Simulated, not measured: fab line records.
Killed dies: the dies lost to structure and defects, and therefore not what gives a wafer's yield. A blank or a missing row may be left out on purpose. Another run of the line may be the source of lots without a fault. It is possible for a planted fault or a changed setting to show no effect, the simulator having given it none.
2 desks looking at one fault :: flow gf180mcu :: every desk sees just its own numbers, and what lay behind them comes last

METROLOGY DESK
What the gauges read, lot by lot, whatever tool the lot ran on: means of the sampled wafers that have a number. The brackets show how far a lot's mean lies from the usual mean; more than 4 standard deviations puts the lot out of limits, marked OUT.
Columns: A = V4_OVL at GF_V4_OVL_MEAS_15, usual -3 nm; B = V4_W_RS at GF_V4_RS_MEAS_24, usual 0.324 ohm/sq; C = MIM_CVD_05_THK at GF_MIM_THK_MEAS_06, usual 41.8 nm; D = M5_OVL at GF_M5_OVL_MEAS_08, usual 2 nm
lot: L780
first seen here: day 25 11:18
A: -5
B: 0.321
C: 41.9
D: -2

lot: L783
first seen here: day 26 13:53
A: 3
B: 0.326
C: 44.1 (+4.2) OUT
D: 11

lot: L784
first seen here: day 26 22:36
A: -3
B: 0.325
C: 41.8
D: -7

lot: L785
first seen here: day 27 03:35
A: -12
B: 0.322
C: 43.7
D: 2

lot: L787
first seen here: day 27 19:41
A: -2
B: 0.327
C: 42.0
D: 1

lot: L791
first seen here: day 29 09:53
A: -6
B: 0.322
C: 42.7
D: 6

lot: L792
first seen here: day 29 14:05
A: -8
B: 0.319
C: 41.2
D: 2

lot: L793
first seen here: day 29 16:28
A: 2
B: 0.325
C: 42.3
D: 2

lot: L794
first seen here: day 29 20:35
A: -5
B: 0.330
C: 41.2
D: 0

lot: L797
first seen here: day 30 14:47
A: -7
B: 0.323
C: 42.3
D: 12

lot: L798
first seen here: day 31 02:23
A: -5
B: 0.327
C: 41.4
D: 6

lot: L799
first seen here: day 31 03:22
A: -6
B: 0.326
C: 41.1
D: 4

lot: L800
first seen here: day 31 06:29
A: -1
B: 0.325
C: 41.3
D: 0
This desk finds L783 out of limits, with the earliest case on L783 at day 26 15:32 (MIM_CVD_05_THK at GF_MIM_THK_MEAS_06). Within limits: L780, L784, L785, L787, L791, L792, L793, L794, L797, L798, L799, L800.

AT THE TOOL OWNER'S DESK: pecvd-02
The tool's own readings at GF_MIM_CVD_05 (deposits Si3N4, target thk 42 nm, time 29.086 s): means of the sampled wafers that have a number, for each lot that ran on this tool. The brackets show how far a lot's mean lies from the usual mean; more than 4 standard deviations puts the lot out of limits, marked OUT.
Columns: A = heaterPowerOuterW at GF_MIM_CVD_05, usual 354 W; B = heaterPowerW at GF_MIM_CVD_05, usual 626 W; C = rfFwdPowerW at GF_MIM_CVD_05, usual 444.1 W
lot: L783
first seen here: day 26 15:29
A: 271
B: 551
C: 514.2 (+33) OUT

lot: L785
first seen here: day 27 05:11
A: 288
B: 537
C: 517.6 (+35) OUT

lot: L793
first seen here: day 29 18:09
A: 321
B: 599
C: 443.3

lot: L797
first seen here: day 30 16:26
A: 320
B: 592
C: 442.6
Finding of this desk: L783, L785 out of limits; the first was L783 at day 26 15:29, on rfFwdPowerW at GF_MIM_CVD_05. Within limits: L793, L797.

ALL TOGETHER
The tool owner's desk had the chance to raise an alarm at day 26 15:29 on L783, L785.
L783 would have let the metrology desk raise an alarm at day 26 15:32.
The metrology desk has L785 on record, within its limits.
GF_MIM_CVD_05 was run on pecvd-02 by each of the lots named.

WHAT WAS PUT IN BY THE SIMULATOR
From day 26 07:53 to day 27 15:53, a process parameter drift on pecvd-02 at GF_MIM_CVD_05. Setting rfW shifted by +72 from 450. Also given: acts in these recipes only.
Shown lots that were struck: L783, L785.
Delay (hours) between the fault's onset and each desk's first out-of-limits reading: 8 at the tool owner's desk, 8 at the metrology desk.
